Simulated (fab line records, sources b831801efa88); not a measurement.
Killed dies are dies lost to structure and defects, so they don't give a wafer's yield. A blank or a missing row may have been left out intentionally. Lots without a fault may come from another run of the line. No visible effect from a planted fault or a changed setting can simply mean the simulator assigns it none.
A lot that was struck, set against a sound lot | flow sky130 | 14 out of 708 route steps
Sound: the wafers L711.3, L711.4, L711.6. Wafers L710.1, L710.2, L710.4 were the ones struck. At the end, the cause is stated.
At each step with rows: each side's tool, then ch and its chambers, then its first start. Under that, the readings that differ: sound wafers | struck wafers | difference of the means | sigmas: that difference in standard deviations of wafers without a fault.
alike: same words and numbers on both sides, and readings whose means sit less than 2 such deviations apart. not compared: any withheld reading, any reading some wafer has no value for, any bound like >300 that may hide the same value, and any number with overlapping values for which the record gives no deviation.
A row with sigmas, a row that says differs or no value, or rows on one side alone: a step with any of these is where the two part. Non-overlapping numbers with no deviation appear without sigmas and do not part them. A reading that every wafer of one side lacks parts them only if that side has two wafers or more.

first, 4 steps without rows for these wafers: SKY_METAL3_STRIP_20 (strips in post etch residue remover, time 1200 s); SKY_METAL3_CLEAN_21 (cleans in IPA, time 180 s); SKY_METAL3_CLEAN_22 (cleans in O3/DIW); SKY_VIA3_HDPCVD_00 (deposits SiO2, target thk 1635 nm, time 272.5 s).
SKY_VIA3_THK_MEAS_01:
  sound on film_metro-02, day 42 01:40; struck on film_metro-04, day 41 02:20
  alike: VIA3_HDPCVD_THK
SKY_VIA3_CMP_02: polishes SiO2.
  sound on cmp-02 ch 2,3, day 42 01:43; struck on cmp-02 ch 0,2,3, day 41 02:27
  alike: motor_current_A
SKY_VIA3_BOW_MEAS_03:
  sound on film_metro-04, day 42 02:03; struck on film_metro-02, day 41 02:42
  alike: VIA3_BOW
then, 5 steps without rows for these wafers: SKY_VIA3_DEHYDRATE_04 (time 60 s); SKY_VIA3_HMDS_05 (prime time 60 s); SKY_VIA3_COAT_06 (resist thk 60 nm); SKY_VIA3_COAT_07 (resist thk 450 nm); SKY_VIA3_SOFTBAKE_08 (time 90 s).
SKY_VIA3_EXPOSE_09: exposes mask VIM3, target cd 200 nm.
  sound on krf_scanner-01 ch 0, day 42 13:53; struck on krf_scanner-01, day 41 15:29
  no value came back on the struck wafers for exposure_dose_mJ_cm2, focus_offset_nm (nm), reticle_temp_C (C); on the sound wafers exposure_dose_mJ_cm2 reads 37.90 37.89 37.93
  alike: mask
following that, these wafers have no rows for 1 step: SKY_VIA3_PEB_10.

## WHERE THEY PART
At SKY_VIA3_EXPOSE_09 and nowhere else, as far as this record goes.

WHY: whatever the simulator had introduced
Entire step skipped (krf_scanner-01, SKY_VIA3_EXPOSE_09), from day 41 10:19 onward. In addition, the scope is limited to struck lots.
